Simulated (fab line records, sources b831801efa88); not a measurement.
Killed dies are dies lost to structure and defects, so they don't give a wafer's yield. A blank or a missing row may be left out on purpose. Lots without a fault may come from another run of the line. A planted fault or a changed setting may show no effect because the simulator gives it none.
fab line records | flow sky130
record lots=5 wafers=15 last_day=49
route steps=708 shown POLY_GATE@232 LDD_N@237 LDD_P@255 LDD_HVN@267
lots that met no fault: from a run of the same line without faults
start_h: hours from the record's first day to the start of the lot's first wafer shown | wait_h: hours since the lot's step before | " the same as in the row above | L1.1+2: a row that stands for several wafers | - no value, or no start given | * or withheld: withheld | < > ~ a bound
route shown NAME@n: a module of which the file shows steps, and the number in the route of the first | usual: mean/standard deviation of fault-free wafers | same: alike in all rows | chamber/n: place in a boat | sites: the reading at each site | _std_site: their standard deviation | _edge_site: outer sites' mean less inner sites' | radius_mm: how far each site lies from the wafer's centre | mask NAME#n: copy n | behind: the tool/chamber that last shaped the wafer | hold: why the lot was held/for how many hours/how that ended | device: the transistor (n, p or np) that didn't switch | end of line: the same wafers' tests at the end of the route | a step without rows: its recipe alone | killed: dies lost to structure and defects at the first sort, not the wafer's yield | map: a wafer's dies, x killed, . not, _ none there
set.NAME: the setting as run; set.NAME@STEP: as run at that earlier step | model.NAME: the simulator's own value behind a step, which no gauge read
lots at some steps of the route; a table a step, a row a wafer
services: from which hour (start_h, from the record's first day; less than 0 if before it) a tool's chamber was out of use, for how many hours, and why
## steps
# step SKY_POLY_GATE_STRIP_18
# recipe chemistry=O2/N2 power_w=1400 pressure_mtorr=1500 platen_temp_c=withheld o2_flow_sccm=3000 n2_flow_sccm=300 overash_fraction=0.5
# usual drypump_motor_current_A=5.9/0.5 o2_flow_sccm=3000/9.6 oes_product_au=0.360/0.0046 strip_time_to_endpoint_s=3.17/0.037
# columns lot.wafer tool chamber start_h wait_h drypump_motor_current_A o2_flow_sccm oes_product_au rf_hours_counter_h strip_time_to_endpoint_s
L080.3 plasma_asher-04 0 426.51 0.1 6.6 2998 0.364 - 3.21
L080.4 " 1 " " 5.7 3010 0.356 - 3.17
L080.6 " 1 " " 5.7 2986 0.367 - 3.20
L082.1 plasma_asher-02 1 439.51 0.0 5.5 3008 0.354 30 3.20
L082.3 " 1 " " 5.5 3013 0.362 - 3.23
L082.5 " 0 " " 5.9 3001 0.362 - 3.21
L085.2 plasma_asher-02 0 470.58 0.0 5.9 2993 0.362 33 3.20
L085.4 " 1 " " 5.5 3014 0.359 - 3.18
L085.5 " 0 " " 5.9 2980 0.362 - 3.20
L088.1 plasma_asher-02 1 492.23 0.0 5.5 3011 0.371 35 3.18
L088.5 " 0 " " 5.9 3008 0.366 - 3.19
L088.6 " 1 " " 5.5 2996 0.368 - 3.22
L091.2 plasma_asher-02 0 517.28 0.0 6.0 3006 0.355 38 3.12
L091.4 " 1 " " 5.5 2993 0.368 - 3.20
L091.5 " 1 " " 5.5 3005 0.361 - 3.21
# step SKY_POLY_GATE_CLEAN_19
# recipe chemistry=SC1/SC2 mix=1:4:20 temp_c=70 time_s=150 dry=n2_spin
# usual bath_guard_temp_C=70.23/0.29
# columns lot.wafer tool chamber start_h wait_h bath_guard_temp_C
L080.3 wet_bench-04 3 426.58 0.0 69.96
L080.4 " 3 " " 70.23
L080.6 " 3 " " 70.09
L082.1 wet_bench-03 1 439.61 0.1 70.22
L082.3 " 1 " " 70.13
L082.5 " 1 " " 70.43
L085.2 wet_bench-03 3 470.68 0.1 70.53
L085.4 " 3 " " 70.56
L085.5 " 3 " " 70.28
L088.1 wet_bench-03 3 492.33 0.1 70.71
L088.5 " 3 " " 70.66
L088.6 " 3 " " 70.34
L091.2 wet_bench-04 0 517.38 0.1 69.97
L091.4 " 0 " " 69.83
L091.5 " 0 " " 69.81
# step SKY_POLY_GATE_OXIDATION_20
# recipe temp_c=850 ambient=O2 stabilise_s=600 purge_s=300 target_thk_a=40 ox_time_s=899
# usual spike_tc_centre_C=849.2/1
# columns lot.wafer tool chamber start_h wait_h spike_tc_centre_C
L080.3 furnace-01 0 427.91 1.3 848.7
L080.4 " 0 " " 848.7
L080.6 " 0 " " 849.9
L082.1 furnace-02 0 439.66 0.0 849.2
L082.3 " 0 " " 847.2
L082.5 " 0 " " 849.6
L085.2 furnace-02 0 471.27 0.5 847.0
L085.4 " 0 " " 849.8
L085.5 " 0 " " 849.9
L088.1 furnace-02 0 492.78 0.4 848.9
L088.5 " 0 " " 846.9
L088.6 " 0 " " 849.7
L091.2 furnace-02 0 517.43 0.0 848.4
L091.4 " 0 " " 850.1
L091.5 " 0 " " 849.3
# step SKY_POLY_GATE_THK_MEAS_21
# recipe reads=SiO2_of_POLY_GATE_OXIDATION_20
# usual POLY_GATE_OXIDATION_THK=3.98/0.067
# columns lot.wafer tool chamber start_h wait_h POLY_GATE_OXIDATION_THK[nm]
L080.3 film_metro-04 - 429.18 0.0 4.08
L080.4 " - " " 3.99
L080.6 " - " " 4.07
L082.1 film_metro-01 - 440.91 0.0 4.07
L082.3 " - " " 4.14
L082.5 " - " " 4.00
L085.2 film_metro-03 - 472.53 0.0 4.01
L085.4 " - " " 3.99
L085.5 " - " " 3.99
L088.1 film_metro-01 - 494.02 0.0 3.93
L088.5 " - " " 3.86
L088.6 " - " " 3.97
L091.2 film_metro-01 - 518.69 0.0 3.99
L091.4 " - " " 4.08
L091.5 " - " " 4.08
# step SKY_POLY_GATE_CD_MEAS_22
# usual cd_nm=150.4/2.2
# columns lot.wafer tool chamber start_h wait_h cd_nm
L080.3 cd_sem-02 - 429.28 0.1 149.9
L080.4 " - " " 151.0
L080.6 " - " " 150.3
L082.1 cd_sem-02 - 440.97 0.1 148.5
L082.3 " - " " 152.4
L082.5 " - " " 153.3
L085.2 cd_sem-02 - 472.61 0.1 147.4
L085.4 " - " " 152.4
L085.5 " - " " 153.4
L088.1 cd_sem-01 - 494.08 0.1 150.9
L088.5 " - " " 151.0
L088.6 " - " " 150.2
L091.2 cd_sem-01 - 518.77 0.1 146.7
L091.4 " - " " 152.2
L091.5 " - " " 148.3
# step SKY_LDD_N_DEHYDRATE_00
# recipe temp_c=200 time_s=60
# columns lot.wafer tool chamber start_h wait_h
L080.3+4+6 litho_track-02 0 444.40 15.1
L082.1+3+5 litho_track-02 0 455.55 14.5
L085.2+4+5 litho_track-02 0 487.72 15.1
L088.1+5+6 litho_track-01 0 508.24 14.1
L091.2+4+5 litho_track-03 0 533.17 14.4
# step SKY_LDD_N_HMDS_01
# recipe prime_time_s=60 prime_temp_c=120
# usual prime_temp_c=119.98/0.13
# columns lot.wafer tool chamber start_h wait_h prime_temp_c
L080.3 litho_track-02 0 444.55 0.1 120.12
L080.4 " 0 " " 119.82
L080.6 " 0 " " 119.84
L082.1 litho_track-02 0 455.70 0.1 119.94
L082.3 " 0 " " 120.11
L082.5 " 0 " " 120.14
L085.2 litho_track-02 0 487.87 0.1 119.89
L085.4 " 0 " " 120.00
L085.5 " 0 " " 119.92
L088.1 litho_track-01 0 508.39 0.1 120.21
L088.5 " 0 " " 119.90
L088.6 " 0 " " 120.00
L091.2 litho_track-03 0 533.32 0.1 119.84
L091.4 " 0 " " 119.82
L091.5 " 0 " " 119.95
# step SKY_LDD_N_COAT_02
# recipe resist=NOVOLAK spin_rpm=3000 resist_thk_nm=300
# columns lot.wafer tool chamber start_h wait_h
L080.3+4+6 litho_track-02 0 444.70 0.1
L082.1+3+5 litho_track-02 0 455.85 0.1
L085.2+4+5 litho_track-02 0 488.02 0.1
L088.1+5+6 litho_track-01 0 508.54 0.1
L091.2+4+5 litho_track-03 0 533.47 0.1
# step SKY_LDD_N_SOFTBAKE_03
# recipe temp_c=90 time_s=60 resist=NOVOLAK
# columns lot.wafer tool chamber start_h wait_h
L080.3+4+6 litho_track-02 0 444.85 0.1
L082.1+3+5 litho_track-02 0 456.00 0.1
L085.2+4+5 litho_track-02 0 488.17 0.1
L088.1+5+6 litho_track-01 0 508.69 0.1
L091.2+4+5 litho_track-03 0 533.62 0.1
# step SKY_LDD_N_EXPOSE_04
# recipe mask_id=NTM target_cd_nm=840 na=0.6 source_shape=conventional sigma_outer=0.6 dose_mj=110
# usual focus_offset_nm=0.0/0.48
# same na=0.6
# columns lot.wafer tool chamber start_h wait_h mask focus_offset_nm
L080.3 iline_stepper-02 0 - - NTM#0 0.1
L080.4 " 0 " " NTM#0 0.0
L080.6 " 0 " " NTM#0 0.2
L082.1 iline_stepper-01 0 - - NTM#0 0.6
L082.3 " 0 " " NTM#0 0.8
L082.5 " 0 " " NTM#0 -0.2
L085.2 iline_stepper-01 0 - - NTM#0 0.7
L085.4 " 0 " " NTM#0 0.3
L085.5 " 0 " " NTM#0 0.1
L088.1 iline_stepper-02 0 - - NTM#0 0.2
L088.5 " 0 " " NTM#0 -0.6
L088.6 " 0 " " NTM#0 0.0
L091.2 iline_stepper-02 0 - - NTM#0 -0.4
L091.4 " 0 " " NTM#0 -0.5
L091.5 " 0 " " NTM#0 -0.5
# step SKY_LDD_N_PEB_05
# recipe temp_c=withheld time_s=* resist=NOVOLAK
# columns lot.wafer tool chamber start_h wait_h
L080.3+4+6 litho_track-03 0 - -
L082.1+3+5 litho_track-03 0 - -
L085.2+4+5 litho_track-01 0 - -
L088.1+5+6 litho_track-02 0 - -
L091.2+4+5 litho_track-03 0 - -
# step SKY_LDD_N_DEVELOP_06
# recipe develop_time_s=60 dev_temp_c=23
# same develop_time_s=60
# columns lot.wafer tool chamber start_h wait_h
L080.3+4+6 litho_track-03 0 460.40 0.1
L082.1+3+5 litho_track-03 0 470.55 0.1
L085.2+4+5 litho_track-01 0 503.26 0.1
L088.1+5+6 litho_track-02 0 524.05 0.1
L091.2+4+5 litho_track-03 0 548.97 0.1
# step SKY_LDD_N_OVL_MEAS_07
# usual LDD_N_OVL=-0.6/1.7
# columns lot.wafer tool chamber start_h wait_h LDD_N_OVL[nm]
L080.3 overlay-02 - 460.51 0.1 1.4
L080.4 " - " " 3.1
L080.6 " - " " 2.4
L082.1 overlay-02 - 470.70 0.1 -4.6
L082.3 " - " " -2.4
L082.5 " - " " -2.3
L085.2 overlay-01 - 503.39 0.1 -1.3
L085.4 " - " " -2.2
L085.5 " - " " -0.3
L088.1 overlay-02 - 524.20 0.1 -1.2
L088.5 " - " " -0.3
L088.6 " - " " -0.5
L091.2 overlay-01 - 549.11 0.1 3.7
L091.4 " - " " -0.8
L091.5 " - " " 2.6
# step SKY_LDD_N_IMPLANT_08
# recipe species=As energy_kev=20 dose_cm2=7.5e+13 tilt_deg=withheld rotation_deg=23
# columns lot.wafer tool chamber start_h wait_h
L080.3+4+6 implanter-02 0 460.58 0.1
L082.1+3+5 implanter-04 0 470.73 0.0
L085.2+4+5 implanter-02 0 503.45 0.0
L088.1+5+6 implanter-04 0 524.23 0.0
L091.2+4+5 implanter-04 0 549.16 0.0
# step SKY_LDD_N_IMPLANT_09
# recipe species=As energy_kev=20 dose_cm2=7.5e+13 tilt_deg=withheld rotation_deg=113
# columns lot.wafer tool chamber start_h wait_h
L080.3+4+6 implanter-02 0 460.73 0.1
L082.1+3+5 implanter-04 0 470.88 0.1
L085.2+4+5 implanter-02 0 503.60 0.1
L088.1+5+6 implanter-04 0 524.38 0.1
L091.2+4+5 implanter-04 0 549.31 0.1
# step SKY_LDD_N_IMPLANT_10
# recipe species=As energy_kev=20 dose_cm2=7.5e+13 tilt_deg=withheld rotation_deg=203
# columns lot.wafer tool chamber start_h wait_h
L080.3+4+6 implanter-02 0 460.88 0.1
L082.1+3+5 implanter-04 0 471.03 0.1
L085.2+4+5 implanter-02 0 503.75 0.1
L088.1+5+6 implanter-04 0 524.53 0.1
L091.2+4+5 implanter-04 0 549.46 0.1
# step SKY_LDD_N_IMPLANT_11
# recipe species=As energy_kev=20 dose_cm2=7.5e+13 tilt_deg=withheld rotation_deg=293
# columns lot.wafer tool chamber start_h wait_h
L080.3+4+6 implanter-02 0 461.03 0.1
L082.1+3+5 implanter-04 0 471.18 0.1
L085.2+4+5 implanter-02 0 503.90 0.1
L088.1+5+6 implanter-04 0 524.68 0.1
L091.2+4+5 implanter-04 0 549.61 0.1
# step SKY_LDD_N_IMPLANT_12
# recipe species=BF2 energy_kev=50 dose_cm2=5e+12 tilt_deg=30 rotation_deg=0
# columns lot.wafer tool chamber start_h wait_h
L080.3+4+6 implanter-02 0 461.18 0.1
L082.1+3+5 implanter-04 0 471.33 0.1
L085.2+4+5 implanter-02 0 504.05 0.1
L088.1+5+6 implanter-04 0 524.83 0.1
L091.2+4+5 implanter-04 0 549.76 0.1
# step SKY_LDD_N_IMPLANT_13
# recipe species=BF2 energy_kev=50 dose_cm2=5e+12 tilt_deg=30 rotation_deg=90
# columns lot.wafer tool chamber start_h wait_h
L080.3+4+6 implanter-02 0 461.33 0.1
L082.1+3+5 implanter-04 0 471.48 0.1
L085.2+4+5 implanter-02 0 504.20 0.1
L088.1+5+6 implanter-04 0 524.98 0.1
L091.2+4+5 implanter-04 0 549.91 0.1
# step SKY_LDD_N_IMPLANT_14
# recipe species=BF2 energy_kev=50 dose_cm2=5e+12 tilt_deg=30 rotation_deg=180
# columns lot.wafer tool chamber start_h wait_h
L080.3+4+6 implanter-02 0 461.48 0.1
L082.1+3+5 implanter-04 0 471.63 0.1
L085.2+4+5 implanter-02 0 504.35 0.1
L088.1+5+6 implanter-04 0 525.13 0.1
L091.2+4+5 implanter-04 0 550.06 0.1
# step SKY_LDD_N_IMPLANT_15
# recipe species=BF2 energy_kev=50 dose_cm2=5e+12 tilt_deg=30 rotation_deg=270
# columns lot.wafer tool chamber start_h wait_h
L080.3+4+6 implanter-02 0 461.63 0.1
L082.1+3+5 implanter-04 0 471.78 0.1
L085.2+4+5 implanter-02 0 504.50 0.1
L088.1+5+6 implanter-04 0 525.28 0.1
L091.2+4+5 implanter-04 0 550.21 0.1
# step SKY_LDD_N_STRIP_16
# recipe chemistry=O2/N2 power_w=1400 pressure_mtorr=1500 platen_temp_c=withheld o2_flow_sccm=3000 n2_flow_sccm=300 overash_fraction=0.5
# usual drypump_motor_current_A=6.1/0.48 o2_flow_sccm=2999/9.3 oes_product_au=0.406/0.0047 strip_time_to_endpoint_s=4.316/0.017
# columns lot.wafer tool chamber start_h wait_h drypump_motor_current_A o2_flow_sccm oes_product_au rf_hours_counter_h strip_time_to_endpoint_s
L080.3 plasma_asher-04 0 461.77 0.1 6.6 2989 0.399 - 4.301
L080.4 " 1 " " 5.8 3017 0.403 - 4.317
L080.6 " 1 " " 5.7 3014 0.404 - 4.311
L082.1 plasma_asher-03 0 471.93 0.1 6.3 2974 0.412 77 4.316
L082.3 " 1 " " 5.7 2998 0.410 - 4.310
L082.5 " 0 " " 6.4 2993 0.415 - 4.324
L085.2 plasma_asher-04 1 504.62 0.1 5.8 2996 0.406 68 4.354
L085.4 " 0 " " 6.6 2999 0.410 - 4.342
L085.5 " 1 " " 5.7 3000 0.417 - 4.344
L088.1 plasma_asher-04 0 525.43 0.1 6.6 2991 0.398 70 4.292
L088.5 " 1 " " 5.8 3008 0.412 - 4.319
L088.6 " 0 " " 6.6 2995 0.403 - 4.302
L091.2 plasma_asher-01 0 550.34 0.1 4.9 2995 0.407 13 4.303
L091.4 " 1 " " 6.3 2992 0.396 - 4.306
L091.5 " 1 " " 6.3 2983 0.413 - 4.339
# step SKY_LDD_N_TW_MEAS_17
# usual LDD_N_TW=2606/15
# columns lot.wafer tool chamber start_h wait_h LDD_N_TW
L080.3 film_metro-02 - 461.85 0.1 2586
L080.4 " - " " 2591
L080.6 " - " " 2605
L082.1 film_metro-02 - 472.03 0.1 2591
L082.3 " - " " 2599
L082.5 " - " " 2597
L085.2 film_metro-02 - 504.73 0.1 2593
L085.4 " - " " 2600
L085.5 " - " " 2599
L088.1 film_metro-03 - 525.53 0.1 2619
L088.5 " - " " 2627
L088.6 " - " " 2628
L091.2 film_metro-04 - 550.45 0.1 2603
L091.4 " - " " 2629
L091.5 " - " " 2629
# step SKY_LDD_P_DEHYDRATE_00
# recipe temp_c=200 time_s=60
# columns lot.wafer tool chamber start_h wait_h
L080.3+4+6 litho_track-04 0 476.47 14.6
L082.1+3+5 litho_track-03 0 486.70 14.7
L085.2+4+5 litho_track-03 0 519.67 14.9
L088.1+5+6 litho_track-04 0 539.42 13.9
L091.2+4+5 litho_track-01 0 564.71 14.3
# step SKY_LDD_P_HMDS_01
# recipe prime_time_s=60 prime_temp_c=120
# usual prime_temp_c=119.97/0.14
# columns lot.wafer tool chamber start_h wait_h prime_temp_c
L080.3 litho_track-04 0 476.62 0.1 120.15
L080.4 " 0 " " 120.06
L080.6 " 0 " " 120.08
L082.1 litho_track-03 0 486.85 0.1 120.01
L082.3 " 0 " " 120.17
L082.5 " 0 " " 119.64
L085.2 litho_track-03 0 519.82 0.1 119.98
L085.4 " 0 " " 119.94
L085.5 " 0 " " 119.84
L088.1 litho_track-04 0 539.57 0.1 120.15
L088.5 " 0 " " 120.03
L088.6 " 0 " " 119.92
L091.2 litho_track-01 0 564.86 0.1 119.85
L091.4 " 0 " " 119.96
L091.5 " 0 " " 119.72
# step SKY_LDD_P_COAT_02
# recipe resist=NOVOLAK spin_rpm=3000 resist_thk_nm=1140
# columns lot.wafer tool chamber start_h wait_h
L080.3+4+6 litho_track-04 0 476.77 0.1
L082.1+3+5 litho_track-03 0 487.00 0.1
L085.2+4+5 litho_track-03 0 519.97 0.1
L088.1+5+6 litho_track-04 0 539.72 0.1
L091.2+4+5 litho_track-01 0 565.01 0.1
# step SKY_LDD_P_SOFTBAKE_03
# recipe temp_c=90 time_s=60 resist=NOVOLAK
# columns lot.wafer tool chamber start_h wait_h
L080.3+4+6 litho_track-04 0 476.92 0.1
L082.1+3+5 litho_track-03 0 487.15 0.1
L085.2+4+5 litho_track-03 0 520.12 0.1
L088.1+5+6 litho_track-04 0 539.87 0.1
L091.2+4+5 litho_track-01 0 565.16 0.1
# step SKY_LDD_P_EXPOSE_04
# recipe mask_id=PSDM na=0.6 source_shape=conventional sigma_outer=0.6 polarization=unpolarized target_cd_nm=380 dose_mj=138
# usual focus_offset_nm=0.0/0.54
# same na=0.6
# columns lot.wafer tool chamber start_h wait_h mask focus_offset_nm
L080.3 iline_stepper-01 0 - - PSDM#0 0.3
L080.4 " 0 " " PSDM#0 -0.1
L080.6 " 0 " " PSDM#0 -0.9
L082.1 iline_stepper-01 0 - - PSDM#0 -0.2
L082.3 " 0 " " PSDM#0 -0.9
L082.5 " 0 " " PSDM#0 0.0
L085.2 iline_stepper-02 0 - - PSDM#0 0.0
L085.4 " 0 " " PSDM#0 0.2
L085.5 " 0 " " PSDM#0 0.4
L088.1 iline_stepper-01 0 - - PSDM#0 0.4
L088.5 " 0 " " PSDM#0 -0.2
L088.6 " 0 " " PSDM#0 0.4
L091.2 iline_stepper-01 0 - - PSDM#0 -0.5
L091.4 " 0 " " PSDM#0 0.7
L091.5 " 0 " " PSDM#0 -0.5
# step SKY_LDD_P_PEB_05
# recipe temp_c=withheld time_s=* resist=NOVOLAK
# columns lot.wafer tool chamber start_h wait_h
L080.3+4+6 litho_track-03 0 - -
L082.1+3+5 litho_track-03 0 - -
L085.2+4+5 litho_track-01 0 - -
L088.1+5+6 litho_track-01 0 - -
L091.2+4+5 litho_track-01 0 - -
# step SKY_LDD_P_DEVELOP_06
# recipe resist=NOVOLAK developer=TMAH develop_time_s=60 dev_temp_c=23
# same develop_time_s=60
# columns lot.wafer tool chamber start_h wait_h
L080.3+4+6 litho_track-03 0 492.80 0.1
L082.1+3+5 litho_track-03 0 501.90 0.1
L085.2+4+5 litho_track-01 0 534.36 0.1
L088.1+5+6 litho_track-01 0 555.04 0.1
L091.2+4+5 litho_track-01 0 580.21 0.1
# step SKY_LDD_P_CD_MEAS_07
# recipe target_cd_nm=380
# usual cd_nm=380.5/2
# columns lot.wafer tool chamber start_h wait_h cd_nm
L080.3 cd_sem-02 - 492.94 0.1 381.6
L080.4 " - " " 382.6
L080.6 " - " " 381.9
L082.1 cd_sem-01 - 502.05 0.1 379.2
L082.3 " - " " 378.9
L082.5 " - " " 379.3
L085.2 cd_sem-02 - 534.51 0.1 376.3
L085.4 " - " " 379.6
L085.5 " - " " 376.5
L088.1 cd_sem-01 - 555.19 0.1 377.0
L088.5 " - " " 380.9
L088.6 " - " " 380.6
L091.2 cd_sem-01 - 580.36 0.1 378.7
L091.4 " - " " 381.1
L091.5 " - " " 381.4
# step SKY_LDD_P_OVL_MEAS_08
# usual LDD_P_OVL=0.4/1.4
# columns lot.wafer tool chamber start_h wait_h LDD_P_OVL[nm]
L080.3 overlay-01 - 493.03 0.1 1.7
L080.4 " - " " 2.8
L080.6 " - " " 1.9
L082.1 overlay-02 - 502.17 0.1 2.4
L082.3 " - " " 1.2
L082.5 " - " " 0.0
L085.2 overlay-02 - 534.61 0.1 0.5
L085.4 " - " " -0.5
L085.5 " - " " -0.8
L088.1 overlay-01 - 555.31 0.1 1.2
L088.5 " - " " 0.1
L088.6 " - " " 1.5
L091.2 overlay-02 - 580.46 0.1 0.1
L091.4 " - " " -0.8
L091.5 " - " " 2.6
# step SKY_LDD_P_IMPLANT_09
# recipe species=BF2 energy_kev=25 dose_cm2=1e+13 tilt_deg=withheld
# columns lot.wafer tool chamber start_h wait_h
L080.3+4+6 implanter-04 0 493.10 0.1
L082.1+3+5 implanter-01 0 502.20 0.0
L085.2+4+5 implanter-04 0 534.67 0.0
L088.1+5+6 implanter-02 0 555.34 0.0
L091.2+4+5 implanter-04 0 580.52 0.0
# step SKY_LDD_P_STRIP_10
# recipe chemistry=O2/N2 power_w=1400 pressure_mtorr=1500 platen_temp_c=withheld o2_flow_sccm=3000 n2_flow_sccm=300 overash_fraction=0.5
# usual drypump_motor_current_A=6.0/0.4 o2_flow_sccm=3000/9.6 oes_product_au=0.715/0.0041 strip_time_to_endpoint_s=14.17/0.043
# columns lot.wafer tool chamber start_h wait_h drypump_motor_current_A o2_flow_sccm oes_product_au rf_hours_counter_h strip_time_to_endpoint_s
L080.3 plasma_asher-04 0 493.23 0.1 6.6 2984 0.712 - 14.19
L080.4 " 1 " " 5.8 2997 0.720 - 14.19
L080.6 " 1 " " 5.8 3022 0.711 - 14.18
L082.1 plasma_asher-02 1 502.35 0.1 5.5 3002 0.711 36 14.11
L082.3 " 1 " " 5.5 3009 0.717 - 14.15
L082.5 " 1 " " 5.6 3002 0.715 - 14.14
L085.2 plasma_asher-03 1 534.79 0.1 5.7 2998 0.712 81 14.16
L085.4 " 0 " " 6.3 3004 0.718 - 14.18
L085.5 " 0 " " 6.3 3010 0.714 - 14.16
L088.1 plasma_asher-04 1 555.49 0.1 5.8 3007 0.714 73 14.20
L088.5 " 0 " " 6.6 2991 0.712 - 14.14
L088.6 " 1 " " 5.8 2996 0.714 - 14.14
L091.2 plasma_asher-04 1 580.64 0.1 5.8 2989 0.726 76 14.22
L091.4 " 1 " " 5.8 2995 0.718 - 14.23
L091.5 " 0 " " 6.6 2990 0.721 - 14.15
# step SKY_LDD_P_TW_MEAS_11
# usual LDD_P_TW=634/7.2
# columns lot.wafer tool chamber start_h wait_h LDD_P_TW
L080.3 film_metro-01 - 493.32 0.1 619
L080.4 " - " " 624
L080.6 " - " " 623
L082.1 film_metro-03 - 502.45 0.1 642
L082.3 " - " " 639
L082.5 " - " " 643
L085.2 film_metro-03 - 534.90 0.1 643
L085.4 " - " " 640
L085.5 " - " " 639
L088.1 film_metro-01 - 555.59 0.1 630
L088.5 " - " " 626
L088.6 " - " " 629
L091.2 film_metro-03 - 580.75 0.1 641
L091.4 " - " " 641
L091.5 " - " " 637
# step SKY_LDD_HVN_DEHYDRATE_00
# recipe temp_c=200 time_s=60
# columns lot.wafer tool chamber start_h wait_h
L080.3+4+6 litho_track-04 0 507.47 14.1
L082.1+3+5 litho_track-02 0 517.40 14.9
L085.2+4+5 litho_track-03 0 549.12 14.2
L088.1+5+6 litho_track-03 0 569.55 13.9
L091.2+4+5 litho_track-03 0 594.77 14.0
# step SKY_LDD_HVN_HMDS_01
# recipe prime_time_s=60 prime_temp_c=120
# usual prime_temp_c=119.99/0.12
# columns lot.wafer tool chamber start_h wait_h prime_temp_c
L080.3 litho_track-04 0 507.62 0.1 119.95
L080.4 " 0 " " 119.99
L080.6 " 0 " " 119.83
L082.1 litho_track-02 0 517.55 0.1 120.14
L082.3 " 0 " " 120.18
L082.5 " 0 " " 119.94
L085.2 litho_track-03 0 549.27 0.1 120.07
L085.4 " 0 " " 119.76
L085.5 " 0 " " 119.89
L088.1 litho_track-03 0 569.70 0.1 119.82
L088.5 " 0 " " 119.88
L088.6 " 0 " " 120.03
L091.2 litho_track-03 0 594.92 0.1 120.10
L091.4 " 0 " " 119.96
L091.5 " 0 " " 120.01
# step SKY_LDD_HVN_COAT_02
# recipe resist=NOVOLAK spin_rpm=3000 resist_thk_nm=300
# columns lot.wafer tool chamber start_h wait_h
L080.3+4+6 litho_track-04 0 507.77 0.1
L082.1+3+5 litho_track-02 0 517.70 0.1
L085.2+4+5 litho_track-03 0 549.42 0.1
L088.1+5+6 litho_track-03 0 569.85 0.1
L091.2+4+5 litho_track-03 0 595.07 0.1
# step SKY_LDD_HVN_SOFTBAKE_03
# recipe temp_c=90 time_s=60 resist=NOVOLAK
# columns lot.wafer tool chamber start_h wait_h
L080.3+4+6 litho_track-04 0 507.92 0.1
L082.1+3+5 litho_track-02 0 517.85 0.1
L085.2+4+5 litho_track-03 0 549.57 0.1
L088.1+5+6 litho_track-03 0 570.00 0.1
L091.2+4+5 litho_track-03 0 595.22 0.1
# step SKY_LDD_HVN_EXPOSE_04
# recipe mask_id=HVNTM na=0.6 source_shape=conventional sigma_outer=0.6 polarization=unpolarized target_cd_nm=700 dose_mj=127
# usual focus_offset_nm=0.1/0.55
# same na=0.6
# columns lot.wafer tool chamber start_h wait_h mask focus_offset_nm
L080.3 iline_stepper-01 0 - - HVNTM#0 0.3
L080.4 " 0 " " HVNTM#0 0.8
L080.6 " 0 " " HVNTM#0 -0.3
L082.1 iline_stepper-01 0 - - HVNTM#0 -1.0
L082.3 " 0 " " HVNTM#0 -0.2
L082.5 " 0 " " HVNTM#0 0.1
L085.2 iline_stepper-01 0 - - HVNTM#0 -0.9
L085.4 " 0 " " HVNTM#0 -0.1
L085.5 " 0 " " HVNTM#0 0.3
L088.1 iline_stepper-01 0 - - HVNTM#0 0.2
L088.5 " 0 " " HVNTM#0 1.1
L088.6 " 0 " " HVNTM#0 0.1
L091.2 iline_stepper-02 0 - - HVNTM#0 -0.7
L091.4 " 0 " " HVNTM#0 -0.3
L091.5 " 0 " " HVNTM#0 -0.2
# step SKY_LDD_HVN_PEB_05
# recipe temp_c=withheld time_s=* resist=NOVOLAK
# columns lot.wafer tool chamber start_h wait_h
L080.3+4+6 litho_track-03 0 - -
L082.1+3+5 litho_track-02 0 - -
L085.2+4+5 litho_track-04 0 - -
L088.1+5+6 litho_track-03 0 - -
L091.2+4+5 litho_track-03 0 - -
# step SKY_LDD_HVN_DEVELOP_06
# recipe resist=NOVOLAK developer=TMAH develop_time_s=60 dev_temp_c=23
# same develop_time_s=60
# columns lot.wafer tool chamber start_h wait_h
L080.3+4+6 litho_track-03 0 523.20 0.1
L082.1+3+5 litho_track-02 0 532.35 0.1
L085.2+4+5 litho_track-04 0 564.39 0.1
L088.1+5+6 litho_track-03 0 584.80 0.1
L091.2+4+5 litho_track-03 0 610.12 0.1
# step SKY_LDD_HVN_OVL_MEAS_07
# usual LDD_HVN_OVL=0.1/1.5
# columns lot.wafer tool chamber start_h wait_h LDD_HVN_OVL[nm]
L080.3 overlay-01 - 523.31 0.1 -0.1
L080.4 " - " " -0.6
L080.6 " - " " -0.6
L082.1 overlay-02 - 532.50 0.1 1.1
L082.3 " - " " 1.9
L082.5 " - " " 0.5
L085.2 overlay-02 - 564.52 0.1 1.2
L085.4 " - " " 1.1
L085.5 " - " " -0.2
L088.1 overlay-02 - 584.95 0.1 -0.8
L088.5 " - " " -1.4
L088.6 " - " " 0.9
L091.2 overlay-02 - 610.25 0.1 -2.0
L091.4 " - " " -1.0
L091.5 " - " " -0.1
# step SKY_LDD_HVN_IMPLANT_08
# recipe species=P energy_kev=60 dose_cm2=3e+13 tilt_deg=40
# columns lot.wafer tool chamber start_h wait_h
L080.3+4+6 implanter-03 0 523.38 0.1
L082.1+3+5 implanter-04 0 532.53 0.0
L085.2+4+5 implanter-01 0 564.58 0.0
L088.1+5+6 implanter-04 0 584.98 0.0
L091.2+4+5 implanter-04 0 610.31 0.0
## services
# columns tool chamber start_h hours kind
implanter-02 - 403.34 5.1 pm
iline_stepper-01 - 408.17 1.7 pm
implanter-03 - 419.49 3.8 pm
plasma_asher-01 - 421.25 9.0 pm
implanter-04 - 429.51 4.5 repair
iline_stepper-01 - 431.82 3.1 repair
implanter-01 - 459.38 2.9 repair
implanter-02 - 472.52 5.5 repair
implanter-01 - 476.59 4.8 pm
plasma_asher-02 - 496.06 3.6 repair
wet_bench-03 - 496.57 1.9 pm
plasma_asher-03 - 509.35 23.5 pm
furnace-02 - 509.73 3.3 pm
furnace-02 - 520.83 3.6 pm
implanter-01 - 536.49 1.6 repair
wet_bench-04 - 539.79 0.5 repair
plasma_asher-02 - 540.31 3.8 repair
plasma_asher-04 - 542.36 5.1 repair
implanter-01 - 561.39 1.1 repair
implanter-02 - 576.07 6.2 pm
furnace-02 - 601.96 3.1 repair
implanter-04 - 602.22 1.7 repair
implanter-01 - 607.43 3.7 repair
plasma_asher-03 - 608.47 2.8 pm
## key
fault none
